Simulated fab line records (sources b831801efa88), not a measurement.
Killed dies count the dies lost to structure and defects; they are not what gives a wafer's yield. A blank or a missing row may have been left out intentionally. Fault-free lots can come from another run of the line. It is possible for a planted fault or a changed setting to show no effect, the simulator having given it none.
A lot that was struck, set against a sound lot    flow sky130    14 steps out of a route of 708
Sound: the wafers L903.4, L903.5, L903.6. Wafers L917.1, L917.2, L917.5 were the ones struck. At the end, the cause is stated.
At each step with rows: each side's tool, then ch and its chambers, then its first start. Under that, the readings that differ: sound wafers    struck wafers    difference of the means    sigmas: that difference in standard deviations of wafers without a fault.
alike: a reading whose means differ by less than 2 such deviations, as well as words and numbers matching on both sides. not compared: withheld readings; readings where some wafer has no value; bounds like >300 that might hide an equal value; numbers whose values overlap and for which the record gives no deviation.
A row with sigmas, a row that says differs or no value, or rows on one side alone: a step with any of these is where the two part. Numbers that don't overlap but have no deviation are shown without sigmas and don't part them. Lack of a reading on every wafer of one side parts them only where that side has two or more wafers.

SKY_VIA2_ETCH_14: etches BARC in N2/H2, stops on SiO2, time 45.9 s, target depth 60 nm.
  sound on rieDiel-01 ch 1,2,3, day 38 21:19; struck on rieDiel-01 ch 0,1,2, day 42 22:01
  alike: drypumpMotorCurrentA, oesProductAu, throttleValvePct
  not compared: rfHoursCounterH
then, 1 step without rows for these wafers: SKY_VIA2_ETCH_15 (etches SiO2 in C4F8/O2/Ar, stops on TiN, target depth 546 nm, time 84 s).
SKY_VIA2_STRIP_16: strips in O2/N2.
  sound on plasmaAsher-04 ch 0,1, day 38 21:27; struck on plasmaAsher-02 ch 0,1, day 42 22:07
reading                   sound        struck       difference  sigmas
drypumpMotorCurrentA (A)  6.1 5.7 6.1  5.3 5.1 5.1  -0.8        -3
  alike: oesProductAu, stripTimeToEndpointS
  not compared: rfHoursCounterH
then, 3 steps without rows for these wafers: SKY_VIA2_STRIP_17 (strips in post etch residue remover, time 1200 s); SKY_VIA2_CLEAN_18 (cleans in IPA, time 180 s); SKY_VIA2_CLEAN_19 (cleans in O3/DIW).
SKY_VIA2_SPUTTER_20: material TiN, target thk 20 nm, time 80 s.
  struck on pvdSputter-04, day 42 22:43; sound on pvdSputter-04, day 38 22:01
  alike: cathodeDcPowerW, chamberPressurePa, throttleValvePct
SKY_VIA2_CVD_21: deposits W, target thk 420 nm, time 126.4 s.
  sound on cvdW-01 ch 0,1, day 38 22:07; struck on cvdW-02 ch 0,1, day 42 22:46
  alike: heaterPowerW
SKY_VIA2_RS_MEAS_22: measures by four-point-probe.
  struck on filmMetro-03, day 42 22:54; sound on filmMetro-01, day 38 22:16
  alike: VIA2_W_RS
SKY_VIA2_THK_MEAS_23: measures by xrf.
  struck on filmMetro-03, day 42 23:01; sound on filmMetro-01, day 38 22:22
  alike: VIA2_W_THK
then, 2 steps without rows for these wafers: SKY_VIA2_CMP_24 (polishes, stops on SiO2, t overpolish 20 s, target thk 0 nm); SKY_METAL3_SPUTTER_00 (material Ti, target thk 15 nm, time 10 s).
SKY_METAL3_SPUTTER_01: material TiN, target thk 20 nm, time 16.7 s.
  struck on pvdSputter-01, day 42 23:24; sound on pvdSputter-02, day 38 22:43
  no value came back on the struck wafers for cathodeDcPowerW (W), chamberPressurePa (Pa), throttleValvePct (%); on the sound wafers cathodeDcPowerW (W) reads 6500.0 6501.3 6501.5
SKY_METAL3_SPUTTER_02: material AlCu, target thk 735 nm, time 39.1 s.
  struck on pvdSputter-01, day 42 23:26; sound on pvdSputter-02, day 38 22:44
  alike: cathodeDcPowerW, chamberPressurePa, throttleValvePct

## WHERE THEY PART
Last at SKY_METAL3_SPUTTER_01 as far as this record goes, first at SKY_VIA2_STRIP_16. Later steps at which nothing parts them and some readings are alike: SKY_METAL3_SPUTTER_02.

WHY: what the simulator had put in
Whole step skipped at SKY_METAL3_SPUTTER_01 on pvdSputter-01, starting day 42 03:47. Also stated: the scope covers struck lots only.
